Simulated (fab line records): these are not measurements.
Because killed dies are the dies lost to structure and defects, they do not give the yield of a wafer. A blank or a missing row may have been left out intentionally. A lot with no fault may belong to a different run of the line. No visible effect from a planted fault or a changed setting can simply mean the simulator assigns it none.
fab line records | flow sfq-line
record lots=5 wafers=15 last-day=92
route steps=325 shown C5@240 M6@251 I6@266
lots with no fault: from the same line, run without faults
start-h: start of the lot's first displayed wafer, in hours after the record's first day | wait-h: hours elapsed since this lot's preceding step | " as in the row above | L1.1+2: a single row standing in for several wafers | - value missing, or start not given | * or withheld: withheld | < > ~ a bound
route shown NAME@n: a module of which the file shows steps, and the number in the route of the first | usual: mean/standard deviation of fault-free wafers | same: alike in all rows | chamber/n: place in a boat | sites: each site's reading | _std_site: standard deviation of those values | _edge_site: inner sites' mean taken away from outer sites' mean | radius-mm: how far each site lies from the wafer's centre | mask NAME#n: copy n | behind: the last tool/chamber to shape the wafer | hold: what put the lot on hold/how long, in hours/how the hold closed | device: transistor that didn't switch, given as n, p or np | end of line: the tests these same wafers got at the end of their route | for a step that has no rows: nothing shown but its recipe | killed: not the wafer's yield, but the dies lost to structure and defects at the first sort | map: the dies of a wafer, with x for killed, . for not killed, _ for no die there
set.NAME: the run value of the setting; set.NAME@STEP: its run value at that earlier step | model.NAME: the simulator's own value behind a step, which no gauge read
lots seen at some steps along the route; tables by step, rows by wafer
services: from which hour (start-h, from the record's first day; less than 0 if before it) a tool's chamber was out of use, for how many hours, and why
## steps
# step SFQ_TRILAYER_C5_LITHO_COAT_156
# recipe resist=BARC spin-rpm=3000 resist-thk-nm=62
# columns lot.wafer tool chamber start-h wait-h
L074.2+4+6 litho-track-04 0 1596.80 0.1
L088.1+3+4 litho-track-01 0 1654.19 0.1
L093.2+3+4 litho-track-01 0 1675.79 0.1
L094.1+4+6 litho-track-02 0 1685.76 0.0
L096.3+4+5 litho-track-01 0 1691.86 0.1
# step SFQ_TRILAYER_C5_LITHO_COAT_151
# recipe resist=KrF spin-rpm=3000 resist-thk-nm=650
# columns lot.wafer tool chamber start-h wait-h
L074.2+4+6 litho-track-04 0 1597.10 0.2
L088.1+3+4 litho-track-01 0 1654.49 0.2
L093.2+3+4 litho-track-01 0 1676.09 0.2
L094.1+4+6 litho-track-02 0 1686.06 0.2
L096.3+4+5 litho-track-01 0 1692.16 0.2
# step SFQ_TRILAYER_C5_LITHO_SOFTBAKE_155
# recipe temp-c=withheld time-s=withheld resist=KrF
# columns lot.wafer tool chamber start-h wait-h
L074.2+4+6 litho-track-04 0 1597.37 0.2
L088.1+3+4 litho-track-01 0 1654.79 0.2
L093.2+3+4 litho-track-01 0 1676.36 0.2
L094.1+4+6 litho-track-02 0 1686.36 0.2
L096.3+4+5 litho-track-01 0 1692.41 0.2
# step SFQ_TRILAYER_C5_LITHO_EXPOSE_152
# recipe mask-id=C5 na=0.6 source-shape=conventional sigma-outer=0.65 target-cd-nm=500 dose-mj=21.3
# columns lot.wafer tool chamber start-h wait-h mask
L074.2+4+6 krf-scanner-02 0 1718.26 - C5#0
L088.1+3+4 krf-scanner-02 0 1761.26 - C5#0
L093.2+3+4 krf-scanner-01 0 1787.98 - C5#0
L094.1+4+6 krf-scanner-01 0 1797.38 - C5#0
L096.3+4+5 krf-scanner-01 0 1803.78 - C5#0
# step SFQ_TRILAYER_C5_LITHO_PEB_154
# recipe peb-temp-c=115 peb-time-s=60 resist=KrF
# columns lot.wafer tool chamber start-h wait-h
L074.2+4+6 litho-track-01 0 1719.28 0.8
L088.1+3+4 litho-track-01 0 1762.46 1.0
L093.2+3+4 litho-track-02 0 1789.01 0.8
L094.1+4+6 litho-track-02 0 1798.58 1.0
L096.3+4+5 litho-track-01 0 1804.63 0.7
# step SFQ_TRILAYER_C5_LITHO_DEVELOP_153
# recipe time-s=60 resist=KrF
# columns lot.wafer tool chamber start-h wait-h
L074.2+4+6 litho-track-01 0 1719.43 0.1
L088.1+3+4 litho-track-01 0 1762.61 0.1
L093.2+3+4 litho-track-02 0 1789.16 0.1
L094.1+4+6 litho-track-02 0 1798.73 0.1
L096.3+4+5 litho-track-01 0 1804.78 0.1
# step SFQ_C5_OVL_MEAS_937
# usual C5_OVL=-1/5.8
# columns lot.wafer tool chamber start-h wait-h C5_OVL[nm]
L074.2 overlay-01 - 1719.57 0.1 -1
L074.4 " - " " -3
L074.6 " - " " -9
L088.1 overlay-01 - 1762.76 0.1 -8
L088.3 " - " " -5
L088.4 " - " " -10
L093.2 overlay-01 - 1789.29 0.1 5
L093.3 " - " " -3
L093.4 " - " " -4
L094.1 overlay-02 - 1798.88 0.1 2
L094.4 " - " " 9
L094.6 " - " " 6
L096.3 overlay-02 - 1804.90 0.1 -3
L096.4 " - " " -13
L096.5 " - " " -13
# step SFQ_TRILAYER_C5_BARC_OPEN_VIA_ETCH_210
# recipe mask-material=PR chemistry=O2 target-depth-nm=125 target=BARC source-w=500 bias-w=80 pressure-mtorr=30 time-s=41.7
# usual drypump-motor-current-A=6.0/0.56 oes-product-au=0.686/0.0047
# columns lot.wafer tool chamber start-h wait-h drypump-motor-current-A oes-product-au rf-hours-counter-h
L074.2 rie-diel-02 1 1719.60 0.0 5.8 0.689 10
L074.4 " 0 " " 5.0 0.691 4
L074.6 " 0 " " 5.0 0.687 -
L088.1 rie-diel-02 1 1762.80 0.0 5.8 0.689 10
L088.3 " 0 " " 5.0 0.687 4
L088.4 " 2 " " 6.7 0.681 19
L093.2 rie-diel-03 1 1789.32 0.0 5.7 0.691 6
L093.3 " 3 " " 6.7 0.684 14
L093.4 " 2 " " 5.8 0.680 9
L094.1 rie-diel-03 2 1798.92 0.0 5.8 0.685 9
L094.4 " 1 " " 5.7 0.686 6
L094.6 " 1 " " 5.7 0.677 -
L096.3 rie-diel-01 0 1804.92 0.0 6.0 0.682 15
L096.4 " 0 " " 6.0 0.686 -
L096.5 " 3 " " 6.4 0.690 -
# step SFQ_TRILAYER_C5_ETCH_VIA_ETCH_154
# recipe target=SiO2 mask-material=PR chemistry=CHF3 target-depth-nm=84 source-w=500 bias-w=80 pressure-mtorr=30 time-s=withheld stop-on=Nb
# usual drypump-motor-current-A=6.0/0.57 oes-product-au=0.895/0.0086
# columns lot.wafer tool chamber start-h wait-h drypump-motor-current-A oes-product-au
L074.2 rie-diel-02 1 1719.64 0.0 5.8 0.897
L074.4 " 0 " " 5.0 0.898
L074.6 " 0 " " 5.0 0.907
L088.1 rie-diel-02 1 1762.84 0.0 5.7 0.894
L088.3 " 0 " " 5.0 0.896
L088.4 " 2 " " 6.7 0.902
L093.2 rie-diel-03 1 1789.36 0.0 5.7 0.900
L093.3 " 3 " " 6.7 0.893
L093.4 " 2 " " 5.8 0.891
L094.1 rie-diel-03 2 1798.96 0.0 5.8 0.878
L094.4 " 1 " " 5.7 0.883
L094.6 " 1 " " 5.7 0.909
L096.3 rie-diel-01 0 1804.96 0.0 6.0 0.874
L096.4 " 0 " " 6.1 0.886
L096.5 " 3 " " 6.5 0.886
# step SFQ_TRILAYER_C5_STRIP_STRIP_155
# recipe gas=O2 power-w=200 platen-temp-c=40 overash-fraction=0.65 chemistry=O2 pressure-mtorr=50
# usual drypump-motor-current-A=5.4/0.31 oes-product-au=1.003/0.011
# columns lot.wafer tool chamber start-h wait-h drypump-motor-current-A oes-product-au rf-hours-counter-h
L074.2 rie-metal-01 0 1719.68 - 5.9 0.977 110
L074.4 " 1 " " 5.4 1.004 -
L074.6 " 0 " " 5.8 0.985 -
L088.1 rie-metal-03 1 1762.88 - 5.5 1.011 38
L088.3 " 0 " " 5.3 1.011 -
L088.4 " 1 " " 5.5 1.006 -
L093.2 rie-metal-03 0 1789.41 - 5.2 1.005 82
L093.3 " 0 " " 5.2 0.993 -
L093.4 " 1 " " 5.5 1.006 -
L094.1 rie-metal-01 1 1799.01 - 5.4 0.997 13
L094.4 " 1 " " 5.4 0.994 -
L094.6 " 1 " " 5.4 0.995 -
L096.3 rie-metal-01 1 1805.41 - 5.4 0.986 -
L096.4 " 1 " " 5.4 0.990 -
L096.5 " 1 " " 5.4 0.992 -
# step SFQ_TRILAYER_C5_STRIP_SOLV_CLEAN_156
# recipe chemistry=NMP temp-c=70 time-s=600
# columns lot.wafer tool chamber start-h wait-h
L074.2+4+6 wet-bench-02 0,1,3 1720.28 0.4
L088.1+3+4 wet-bench-01 3,2,5 1763.48 0.4
L093.2+3+4 wet-bench-01 6,2,5 1790.01 0.4
L094.1+4+6 wet-bench-03 0,4,2 1800.21 1.0
L096.3+4+5 wet-bench-01 6,7,3 1806.21 0.6
# step SFQ_TRILAYER_M6_DEP_PRE_CLEAN_158
# recipe gas=Ar time-s=22.5 bias-v=250
# usual bias-v=250.4/2.7
# columns lot.wafer tool chamber start-h wait-h bias-v
L074.2 pvd-sputter-03 - 1720.47 0.0 250.0
L074.4 " - " " 250.5
L074.6 " - " " 248.0
L088.1 pvd-sputter-06 - 1763.66 0.0 251.0
L088.3 " - " " 254.2
L088.4 " - " " 252.4
L093.2 pvd-sputter-03 - 1790.18 0.0 252.4
L093.3 " - " " 251.4
L093.4 " - " " 250.4
L094.1 pvd-sputter-05 - 1800.38 0.0 254.1
L094.4 " - " " 250.5
L094.6 " - " " 254.4
L096.3 pvd-sputter-06 - 1806.38 0.0 247.0
L096.4 " - " " 247.7
L096.5 " - " " 242.8
# step SFQ_TRILAYER_M6_DEP_SPUTTER_157
# recipe material=Nb base-pressure-pa=1.33e-06 chamber-pressure-pa=0.1333 substrate-temp-c=20 target-thk-nm=200 power-w=2000 time-s=133.3
# usual cathode-dc-power-W=2000.0/0.35 throttle-valve-pct=29.8/0.72
# columns lot.wafer tool chamber start-h wait-h cathode-dc-power-W throttle-valve-pct
L074.2 pvd-sputter-03 - 1720.50 0.0 2000.3 31.4
L074.4 " - " " 1999.8 30.2
L074.6 " - " " 2000.4 30.5
L088.1 pvd-sputter-06 - 1763.69 0.0 2000.1 30.2
L088.3 " - " " 2000.1 29.8
L088.4 " - " " 1999.8 30.4
L093.2 pvd-sputter-03 - 1790.21 0.0 1999.5 30.7
L093.3 " - " " 2000.0 29.3
L093.4 " - " " 2000.6 30.2
L094.1 pvd-sputter-05 - 1800.41 0.0 2000.3 29.6
L094.4 " - " " 2000.1 28.8
L094.6 " - " " 2000.3 29.3
L096.3 pvd-sputter-06 - 1806.41 0.0 1999.7 28.9
L096.4 " - " " 1999.9 30.4
L096.5 " - " " 2000.0 29.1
# step SFQ_M6_RS_MEAS_938
# recipe thk-meas-gauge=four-point-probe reads=Nb_of_TRILAYER_M6_DEP_SPUTTER_157
# usual M6_NB_RS=0.892/0.01
# columns lot.wafer tool chamber start-h wait-h M6_NB_RS[ohm/sq]
L074.2 film-metro-04 - 1720.61 0.1 0.894
L074.4 " - " " 0.895
L074.6 " - " " 0.895
L088.1 film-metro-02 - 1763.78 0.0 0.892
L088.3 " - " " 0.900
L088.4 " - " " 0.883
L093.2 film-metro-04 - 1790.32 0.1 0.880
L093.3 " - " " 0.903
L093.4 " - " " 0.902
L094.1 film-metro-04 - 1800.50 0.0 0.909
L094.4 " - " " 0.902
L094.6 " - " " 0.903
L096.3 film-metro-02 - 1806.54 0.1 0.896
L096.4 " - " " 0.886
L096.5 " - " " 0.893
# step SFQ_TRILAYER_M6_LITHO_COAT_164
# recipe resist=BARC spin-rpm=3000 resist-thk-nm=62
# columns lot.wafer tool chamber start-h wait-h
L074.2+4+6 litho-track-01 0 1720.82 0.1
L088.1+3+4 litho-track-03 0 1763.96 0.1
L093.2+3+4 litho-track-03 0 1790.53 0.1
L094.1+4+6 litho-track-04 0 1800.68 0.1
L096.3+4+5 litho-track-01 0 1806.78 0.1
# step SFQ_TRILAYER_M6_LITHO_COAT_159
# recipe resist=KrF spin-rpm=3000 resist-thk-nm=600
# columns lot.wafer tool chamber start-h wait-h
L074.2+4+6 litho-track-01 0 1721.12 0.2
L088.1+3+4 litho-track-03 0 1764.26 0.2
L093.2+3+4 litho-track-03 0 1790.83 0.2
L094.1+4+6 litho-track-04 0 1800.98 0.2
L096.3+4+5 litho-track-01 0 1807.08 0.2
# step SFQ_TRILAYER_M6_LITHO_SOFTBAKE_163
# recipe temp-c=withheld time-s=withheld resist=KrF
# columns lot.wafer tool chamber start-h wait-h
L074.2+4+6 litho-track-01 0 1721.40 0.2
L088.1+3+4 litho-track-03 0 1764.56 0.2
L093.2+3+4 litho-track-03 0 1791.11 0.2
L094.1+4+6 litho-track-04 0 1801.28 0.2
L096.3+4+5 litho-track-01 0 1807.33 0.2
# step SFQ_TRILAYER_M6_LITHO_EXPOSE_160
# recipe mask-id=M6 na=0.6 source-shape=conventional sigma-outer=0.65 target-cd-nm=500 dose-mj=14.4
# columns lot.wafer tool chamber start-h wait-h mask
L074.2+4+6 krf-scanner-01 0 1832.38 - M6#0
L088.1+3+4 krf-scanner-02 0 1873.86 - M6#0
L093.2+3+4 krf-scanner-02 0 1901.66 - M6#0
L094.1+4+6 krf-scanner-02 0 1909.86 - M6#0
L096.3+4+5 krf-scanner-02 0 1916.26 - M6#0
# step SFQ_TRILAYER_M6_LITHO_PEB_162
# recipe peb-temp-c=115 peb-time-s=60 resist=KrF
# columns lot.wafer tool chamber start-h wait-h
L074.2+4+6 litho-track-03 0 1833.41 0.8
L088.1+3+4 litho-track-01 0 1875.06 1.0
L093.2+3+4 litho-track-04 0 1902.68 0.8
L094.1+4+6 litho-track-04 0 1911.06 1.0
L096.3+4+5 litho-track-01 0 1917.11 0.7
# step SFQ_TRILAYER_M6_LITHO_DEVELOP_161
# recipe time-s=60 resist=KrF
# columns lot.wafer tool chamber start-h wait-h
L074.2+4+6 litho-track-03 0 1833.56 0.1
L088.1+3+4 litho-track-01 0 1875.21 0.1
L093.2+3+4 litho-track-04 0 1902.83 0.1
L094.1+4+6 litho-track-04 0 1911.21 0.1
L096.3+4+5 litho-track-01 0 1917.26 0.1
# step SFQ_M6_OVL_MEAS_940
# usual M6_OVL=-1/4.8
# columns lot.wafer tool chamber start-h wait-h M6_OVL[nm]
L074.2 overlay-01 - 1833.69 0.1 -9
L074.4 " - " " -7
L074.6 " - " " -8
L088.1 overlay-01 - 1875.36 0.1 1
L088.3 " - " " 0
L088.4 " - " " -5
L093.2 overlay-01 - 1902.96 0.1 8
L093.3 " - " " 6
L093.4 " - " " 7
L094.1 overlay-01 - 1911.36 0.1 -3
L094.4 " - " " -4
L094.6 " - " " -4
L096.3 overlay-01 - 1917.37 0.1 2
L096.4 " - " " 2
L096.5 " - " " 3
# step SFQ_TRILAYER_M6_BARC_OPEN_METAL_ETCH_206
# recipe mask-material=PR chemistry=O2 target-depth-nm=125 target=BARC icp-w=600 bias-w=80 pressure-mtorr=10 time-s=41.7
# usual drypump-motor-current-A=5.3/0.31 oes-product-au=0.686/0.0046
# columns lot.wafer tool chamber start-h wait-h drypump-motor-current-A oes-product-au rf-hours-counter-h
L074.2 rie-metal-03 1 1833.72 0.0 5.5 0.679 48
L074.4 " 1 " " 5.5 0.693 -
L074.6 " 0 " " 5.3 0.691 -
L088.1 rie-metal-03 0 1875.39 0.0 5.2 0.692 97
L088.3 " 0 " " 5.2 0.685 -
L088.4 " 1 " " 5.5 0.683 -
L093.2 rie-metal-03 0 1903.01 0.0 5.2 0.690 -
L093.3 " 0 " " 5.2 0.684 -
L093.4 " 0 " " 5.3 0.676 -
L094.1 rie-metal-03 1 1911.39 0.0 5.5 0.687 60
L094.4 " 1 " " 5.5 0.678 -
L094.6 " 0 " " 5.2 0.693 -
L096.3 rie-metal-02 0 1917.41 0.0 5.7 0.686 -
L096.4 " 1 " " 4.7 0.690 -
L096.5 " 1 " " 4.7 0.685 -
# step SFQ_TRILAYER_M6_ETCH_METAL_ETCH_162
# recipe target=Nb stop-on=SiO2 mask-material=PR chemistry=Cl2/Ar target-depth-nm=240 icp-w=600 bias-w=80 pressure-mtorr=10 time-s=120
# usual drypump-motor-current-A=5.3/0.31 oes-product-au=0.893/0.007
# columns lot.wafer tool chamber start-h wait-h drypump-motor-current-A oes-product-au rf-hours-counter-h
L074.2 rie-metal-03 1 1833.78 0.0 5.5 0.900 48
L074.4 " 1 " " 5.5 0.891 -
L074.6 " 0 " " 5.3 0.889 -
L088.1 rie-metal-03 0 1875.45 0.0 5.2 0.891 97
L088.3 " 0 " " 5.3 0.886 -
L088.4 " 1 " " 5.5 0.907 -
L093.2 rie-metal-03 0 1903.16 0.1 5.2 0.894 -
L093.3 " 0 " " 5.2 0.892 -
L093.4 " 0 " " 5.2 0.891 -
L094.1 rie-metal-03 1 1911.45 0.0 5.5 0.879 60
L094.4 " 1 " " 5.5 0.883 -
L094.6 " 0 " " 5.2 0.891 -
L096.3 rie-metal-02 0 1917.50 0.1 5.7 0.904 -
L096.4 " 1 " " 4.7 0.895 -
L096.5 " 1 " " 4.7 0.894 -
# step SFQ_TRILAYER_M6_STRIP_STRIP_163
# recipe gas=O2 power-w=200 platen-temp-c=40 overash-fraction=0.65 chemistry=O2 pressure-mtorr=50
# usual drypump-motor-current-A=5.3/0.31 oes-product-au=1.005/0.01
# columns lot.wafer tool chamber start-h wait-h drypump-motor-current-A oes-product-au rf-hours-counter-h
L074.2 rie-metal-03 1 1833.91 0.1 5.5 1.013 48
L074.4 " 1 " " 5.6 1.004 -
L074.6 " 0 " " 5.2 1.008 -
L088.1 rie-metal-03 0 1875.58 0.1 5.3 1.005 97
L088.3 " 0 " " 5.3 1.010 -
L088.4 " 1 " " 5.5 1.013 -
L093.2 rie-metal-03 0 1903.56 0.4 5.2 1.001 -
L093.3 " 0 " " 5.2 1.004 -
L093.4 " 0 " " 5.3 1.014 -
L094.1 rie-metal-03 1 1911.58 0.1 5.6 1.000 60
L094.4 " 1 " " 5.5 0.996 -
L094.6 " 0 " " 5.3 1.005 -
L096.3 rie-metal-02 0 1917.78 0.2 5.7 0.992 -
L096.4 " 1 " " 4.7 1.021 -
L096.5 " 1 " " 4.7 1.027 -
# step SFQ_TRILAYER_M6_STRIP_SOLV_CLEAN_164
# recipe chemistry=NMP temp-c=70 time-s=600
# columns lot.wafer tool chamber start-h wait-h
L074.2+4+6 wet-bench-02 4,3,0 1834.51 0.4
L088.1+3+4 wet-bench-03 6,4,7 1876.18 0.4
L093.2+3+4 wet-bench-03 6,5,1 1904.56 0.8
L094.1+4+6 wet-bench-04 2,0,7 1912.18 0.4
L096.3+4+5 wet-bench-03 5,7,6 1918.18 0.2
# step SFQ_TRILAYER_I6_DEP_PECVD_165
# recipe material=SiO2 temp-c=150 time-s=111.11 pressure-torr=2.4 rf-w=183.3 precursor=SiH4/N2O target-thk-nm=500
# usual heater-power-w=81/16 throttle-valve-pct=24.5/1.3
# columns lot.wafer tool chamber start-h wait-h heater-power-w throttle-valve-pct
L074.2 pecvd-03 1 1834.68 0.0 111 23.5
L074.4 " 0 " " 94 26.4
L074.6 " 1 " " 111 23.8
L088.1 pecvd-03 0 1876.37 0.0 110 26.8
L088.3 " 1 " " 103 23.5
L088.4 " 0 " " 93 26.6
L093.2 pecvd-02 0 1904.74 0.0 69 25.8
L093.3 " 2 " " 68 24.8
L093.4 " 1 " " 78 25.2
L094.1 pecvd-04 1 1912.53 0.0 62 23.8
L094.4 " 1 " " 67 23.8
L094.6 " 2 " " 82 22.9
L096.3 pecvd-04 1 1918.39 0.0 65 24.0
L096.4 " 0 " " 93 22.8
L096.5 " 0 " " 92 22.8
# step SFQ_TRILAYER_I6_CMP_CMP_166
# recipe material=SiO2 down-force-psi=3 platen-rpm=60 pad-velocity-m-s=0.94248
# usual motor-current-A=9.7/0.6 time-to-endpoint-s=216/6.7
# columns lot.wafer tool chamber start-h wait-h motor-current-A time-to-endpoint-s
L074.2 cmp-01 0 1838.36 3.6 9.2 220
L074.4 " 1 " " 9.3 211
L074.6 " 3 1839.86 5.1 10.0 218
L088.1 cmp-01 2 1876.95 0.5 9.6 217
L088.3 " 3 " " 10.3 210
L088.4 " 0 " " 9.3 232
L093.2 cmp-02 1 1904.82 0.0 9.8 206
L093.3 " 2 " " 10.2 228
L093.4 " 3 " " 9.3 218
L094.1 cmp-01 1 1913.11 0.5 9.4 209
L094.4 " 2 " " 9.1 226
L094.6 " 0 1914.61 2.0 9.8 222
L096.3 cmp-02 3 1920.16 1.7 9.4 215
L096.4 " 1 1921.16 2.7 10.1 215
L096.5 " 0 1922.66 4.2 10.3 220
# step SFQ_I6_BOW_MEAS_941
# recipe mode=bow
# usual I6_BOW=6/10
# columns lot.wafer tool chamber start-h wait-h I6_BOW[um]
L074.2 film-metro-02 - 1840.38 1.5 12
L074.4 " - " " -5
L074.6 " - " " 13
L088.1 film-metro-03 - 1879.45 2.0 2
L088.3 " - " " 15
L088.4 " - " " 15
L093.2 film-metro-03 - 1907.84 2.5 9
L093.3 " - " " 20
L093.4 " - " " 20
L094.1 film-metro-01 - 1915.61 2.0 -23
L094.4 " - " " -16
L094.6 " - " " -6
L096.3 film-metro-02 - 1923.20 2.5 26
L096.4 " - " " 17
L096.5 " - " " 21
# step SFQ_TRILAYER_I6_METRO_MEASURE_167
# usual thk-nm=200.1/1.1
# columns lot.wafer tool chamber start-h wait-h thk-nm
L074.2 film-metro-02 - 1840.68 0.3 200.9
L074.4 " - " " 198.8
L074.6 " - " " 199.8
L088.1 film-metro-03 - 1879.57 0.1 199.4
L088.3 " - " " 199.4
L088.4 " - " " 201.1
L093.2 film-metro-03 - 1908.14 0.3 200.1
L093.3 " - " " 202.0
L093.4 " - " " 200.0
L094.1 film-metro-01 - 1915.73 0.1 199.7
L094.4 " - " " 200.7
L094.6 " - " " 200.2
L096.3 film-metro-02 - 1923.68 0.5 199.3
L096.4 " - " " 198.3
L096.5 " - " " 199.3
# step SFQ_TRILAYER_I6_VIA_LITHO_COAT_174
# recipe resist=BARC spin-rpm=3000 resist-thk-nm=62
# columns lot.wafer tool chamber start-h wait-h
L074.2+4+6 litho-track-04 0 1841.73 0.8
L088.1+3+4 litho-track-04 0 1880.77 1.0
L093.2+3+4 litho-track-04 0 1909.19 0.8
L094.1+4+6 litho-track-02 0 1916.93 1.0
L096.3+4+5 litho-track-03 0 1924.58 0.7
# step SFQ_TRILAYER_I6_VIA_LITHO_COAT_169
# recipe resist=KrF spin-rpm=3000 resist-thk-nm=650
# columns lot.wafer tool chamber start-h wait-h
L074.2+4+6 litho-track-04 0 1842.03 0.2
L088.1+3+4 litho-track-04 0 1881.07 0.2
L093.2+3+4 litho-track-04 0 1909.49 0.2
L094.1+4+6 litho-track-02 0 1917.23 0.2
L096.3+4+5 litho-track-03 0 1924.88 0.2
# step SFQ_TRILAYER_I6_VIA_LITHO_SOFTBAKE_173
# recipe temp-c=withheld time-s=withheld resist=KrF
# columns lot.wafer tool chamber start-h wait-h
L074.2+4+6 litho-track-04 0 1842.30 0.2
L088.1+3+4 litho-track-04 0 1881.37 0.2
L093.2+3+4 litho-track-04 0 1909.76 0.2
L094.1+4+6 litho-track-02 0 1917.53 0.2
L096.3+4+5 litho-track-03 0 1925.13 0.2
## services
# columns tool chamber start-h hours kind
krf-scanner-01 - 1574.96 0.8 pm
rie-diel-02 0 1585.63 6.3 repair
rie-diel-02 3 1590.24 7.5 repair
rie-diel-03 3 1594.98 17.7 repair
krf-scanner-02 - 1595.45 0.8 pm
krf-scanner-01 - 1595.85 1.8 repair
rie-diel-03 1 1610.84 3.3 repair
rie-diel-02 0 1614.26 3.6 repair
krf-scanner-02 - 1618.98 4.4 pm
krf-scanner-02 - 1629.36 1.3 pm
krf-scanner-02 - 1641.46 1.0 pm
rie-metal-03 - 1648.06 0.7 repair
pvd-sputter-06 - 1656.05 2.3 repair
rie-diel-03 - 1673.80 15.6 pm
krf-scanner-01 - 1674.97 18.3 repair
rie-metal-03 - 1696.81 0.5 repair
krf-scanner-02 - 1763.66 0.8 pm
rie-metal-03 - 1782.05 3.9 repair
krf-scanner-02 - 1805.64 1.3 pm
krf-scanner-02 - 1810.63 1.0 pm
krf-scanner-02 - 1835.79 3.3 repair
rie-metal-03 - 1862.88 0.7 repair
rie-metal-03 1 1895.63 10.1 repair
krf-scanner-02 - 1918.42 3.5 repair
## key
fault none
